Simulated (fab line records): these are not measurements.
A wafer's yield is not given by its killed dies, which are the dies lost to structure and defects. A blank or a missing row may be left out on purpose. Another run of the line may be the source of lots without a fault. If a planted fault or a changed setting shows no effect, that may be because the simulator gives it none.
Split-lot trial | flow sky130 | on a route of 708 steps: 5 lots, 27 wafers read

== ON THE SPLIT ==
At SKY_SONOS_ONO_ETCH_15 (etches the open film in CHF3/O2, target depth 19.52 nm, time 7.8 s), the setting time_s was moved away from the recipe's 7.8 s on 9 of the 27 wafers read, by -41.7% to -17.6%. This setting was run at the recipe's value on the other wafers.

The split's own step is where the reading is taken.

== THE READING ==
SiO2_of_NWELL_OXIDATION_01.thk_nm (the simulator's own value, which no gauge read), in nm, at SKY_SONOS_ONO_ETCH_15 (etches the open film in CHF3/O2, target depth 19.52 nm, time 7.8 s). There is no usual value for it anywhere in the file. The 18 wafers here that ran the recipe average 5.641 nm, standard deviation 0.19 nm.

wafer  | tool, chamber at the split | time_s as run, s | against the recipe | SiO2_of_NWELL_OXIDATION_01.thk_nm, nm | against lot-mates on the recipe
L075.1 | rie_diel-03, 0             | 7.8              | recipe             | 5.994                                 | -
L075.2 | rie_diel-03, 2             | 6.426            | -17.6%             | 6.604                                 | +0.624
L075.3 | rie_diel-03, 1             | 6.426            | -17.6%             | 6.573                                 | +0.593
L075.4 | rie_diel-03, 3             | 6.426            | -17.6%             | 6.605                                 | +0.625
L075.5 | rie_diel-03, 1             | 7.8              | recipe             | 6.13                                  | -
L075.6 | rie_diel-03, 2             | 7.8              | recipe             | 5.817                                 | -
L076.1 | rie_diel-01, 3             | 7.8              | recipe             | 5.597                                 | -
L076.4 | rie_diel-01, 0             | 7.8              | recipe             | 5.682                                 | -
L076.5 | rie_diel-01, 0             | 7.8              | recipe             | 5.492                                 | -
L079.1 | rie_diel-03, 2             | 7.8              | recipe             | 5.619                                 | -
L079.2 | rie_diel-03, 3             | 4.551            | -41.7%             | 6.999                                 | +1.371
L079.3 | rie_diel-03, 1             | 4.551            | -41.7%             | 6.995                                 | +1.367
L079.4 | rie_diel-03, 1             | 7.8              | recipe             | 5.738                                 | -
L079.5 | rie_diel-03, 3             | 4.551            | -41.7%             | 6.984                                 | +1.356
L079.6 | rie_diel-03, 2             | 7.8              | recipe             | 5.528                                 | -
L081.1 | rie_diel-02, 1             | 5.554            | -28.8%             | 6.576                                 | +0.996
L081.2 | rie_diel-02, 0             | 5.554            | -28.8%             | 6.563                                 | +0.983
L081.3 | rie_diel-02, 2             | 5.554            | -28.8%             | 6.462                                 | +0.882
L081.4 | rie_diel-02, 3             | 7.8              | recipe             | 5.432                                 | -
L081.5 | rie_diel-02, 1             | 7.8              | recipe             | 5.466                                 | -
L081.6 | rie_diel-02, 0             | 7.8              | recipe             | 5.842                                 | -
L083.1 | rie_diel-01, 2             | 7.8              | recipe             | 5.409                                 | -
L083.2 | rie_diel-01, 0             | 7.8              | recipe             | 5.581                                 | -
L083.3 | rie_diel-01, 3             | 7.8              | recipe             | 5.524                                 | -
L083.4 | rie_diel-01, 3             | 7.8              | recipe             | 5.675                                 | -
L083.5 | rie_diel-01, 2             | 7.8              | recipe             | 5.445                                 | -
L083.6 | rie_diel-01, 0             | 7.8              | recipe             | 5.569                                 | -

THE FIT
A straight line over all 27 wafers: SiO2_of_NWELL_OXIDATION_01.thk_nm changes by -0.0335 nm for each +1% of time_s; r = -0.93; the points scatter about the line by 0.21 nm.
The same after taking each lot's own level away (the mean of its wafers on the recipe; 27 wafers): -0.033 nm for each +1%; r = -0.98; scatter 0.1 nm.
On that fit, the largest move of time_s shifts the reading by 1.4 nm.
Measured against the standard deviation above, the lots' own levels, which go from 5.5338 to 5.9803 nm, span 2.3 times it.
So the lot-to-lot level changes the slope little: the two slopes agree.
Check: +1.38 nm against its lot-mates is what the line predicts for one of the wafers moved furthest among these (-41.7%) when that wafer is left out of the fit. Against them it came out at +1.37 nm.

== THE WHOLE CHAIN: every reading that the file lists as answering this split, in the file's order ==
step                  | what it does                                                       | reading                                                                            | change (the file's fit)                | r (the file's)
SKY_SONOS_ONO_ETCH_15 | etches the open film in CHF3/O2, target depth 19.52 nm, time 7.8 s | SONOS_ONO.feature_depth_nm (the simulator's own value, which no gauge read)        | +0.195 nm for each +1% of the setting  | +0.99
SKY_SONOS_ONO_ETCH_15 | etches the open film in CHF3/O2, target depth 19.52 nm, time 7.8 s | SiO2_of_NWELL_OXIDATION_01.thk_nm (the simulator's own value, which no gauge read) | -0.0331 nm for each +1% of the setting | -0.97

== THE FILE'S OWN FIT ==
SiO2_of_NWELL_OXIDATION_01.thk_nm changes by -0.0331 nm for each +1% of time_s, r = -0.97.
